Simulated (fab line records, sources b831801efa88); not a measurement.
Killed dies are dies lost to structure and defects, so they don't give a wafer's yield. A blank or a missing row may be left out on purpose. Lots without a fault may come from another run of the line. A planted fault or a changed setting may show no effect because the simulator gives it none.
Chamber matching | flow sky130 | SKY_VIA1_CMP_24 on cmp-02: 4 sister chambers
The step polishes, stops on SiO2, t overpolish 15 s, target thk 0 nm. 22 wafers are shown with their chamber, then 11 later ones without.

WAFERS WITH THEIR CHAMBER
wafer  | chamber | motor_current_A (A) | time_to_endpoint_s (s) | overpolish_run_s (s)
L075.2 | 2       | 10.6                | 67                     | 14.999
L075.3 | 0       | 10.3                | 62                     | 14.995
L075.4 | 1       | 10.3                | 64                     | 14.990
L075.1 | 3       | 10.7                | 62                     | 14.988
L075.5 | 1       | 10.7                | 62                     | 15.010
L075.6 | 2       | 11.0                | 62                     | 15.006
L076.1 | 1       | 10.5                | 67                     | 15.003
L076.2 | 3       | 10.1                | 64                     | 15.015
L076.6 | 3       | 10.1                | 67                     | 14.994
L079.3 | 2       | 11.0                | 66                     | 14.994
L079.5 | 1       | 11.0                | 63                     | 14.998
L079.6 | 2       | 11.3                | 66                     | 14.998
L082.4 | 3       | 10.2                | 64                     | 14.982
L082.5 | 0       | 11.0                | 62                     | 15.001
L082.6 | 3       | 9.8                 | 66                     | 15.002
L085.3 | 3       | 9.9                 | 62                     | 14.998
L085.4 | 0       | 10.9                | 64                     | 14.989
L085.6 | 1       | 10.3                | 67                     | 15.010
L091.2 | 3       | 10.7                | 64                     | 15.002
L091.3 | 1       | 10.8                | 63                     | 15.015
L091.6 | 1       | 11.0                | 66                     | 15.004
L091.1 | 2       | 11.1                | 64                     | 14.993

SIGNATURES (means of the wafers above)
reading            | chamber 0 | chamber 1 | chamber 2 | chamber 3 | scatter within a chamber
motor_current_A    | 10.733    | 10.657    | 11.000    | 10.214    | 0.321
time_to_endpoint_s | 62.67     | 64.57     | 65.00     | 64.14     | 1.9
overpolish_run_s   | 14.99500  | 15.00429  | 14.99800  | 14.99729  | 0.00847
Rule: a wafer's distance from a chamber is the root of the sum, over the readings, of the square of ((its reading less the chamber's mean) divided by the reading's scatter). The wafer belongs to the nearest chamber; if the next one is less than 2 further off, it can't be placed. The scatter: the root of (the sum of the squares of (reading less its chamber's mean) over the shown wafers, divided by (wafers less chambers)).

WAFERS WITHOUT THEIR CHAMBER
wafer  | motor_current_A (A) | time_to_endpoint_s (s) | overpolish_run_s (s)
L091.4 | 11.3                | 62                     | 14.988
L091.5 | 10.6                | 64                     | 14.999
L093.1 | 10.5                | 60                     | 14.987
L093.2 | 10.9                | 60                     | 15.015
L093.6 | 10.5                | 61                     | 15.005
L095.1 | 10.8                | 63                     | 15.008
L095.3 | 10.7                | 63                     | 15.000
L095.6 | 10.4                | 65                     | 14.996
L097.2 | 10.3                | 64                     | 14.998
L097.5 | 11.2                | 67                     | 14.999
L097.6 | 10.9                | 61                     | 14.999

WHICH CHAMBER EACH WENT THROUGH
wafer  | from the rows above               | in truth
L091.4 | can't be placed: 0 or 2 or 1 or 3 | 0
L091.5 | can't be placed: 1 or 0 or 3 or 2 | 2
L093.1 | can't be placed: 0 or 3 or 1 or 2 | 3
L093.2 | can't be placed: 0 or 1 or 2 or 3 | 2
L093.6 | can't be placed: 0 or 1 or 3 or 2 | 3
L095.1 | can't be placed: 1 or 0 or 2 or 3 | 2
L095.3 | can't be placed: 0 or 1 or 2 or 3 | 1
L095.6 | can't be placed: 3 or 1 or 0 or 2 | 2
L097.2 | can't be placed: 3 or 1 or 0 or 2 | 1
L097.5 | can't be placed: 2 or 1 or 0      | 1
L097.6 | can't be placed: 0 or 1 or 2 or 3 | 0
Placed correctly: 0 of 11. Can't be placed from these rows: 11 (the true chamber is among the candidates in 11). Placed wrongly: 0.
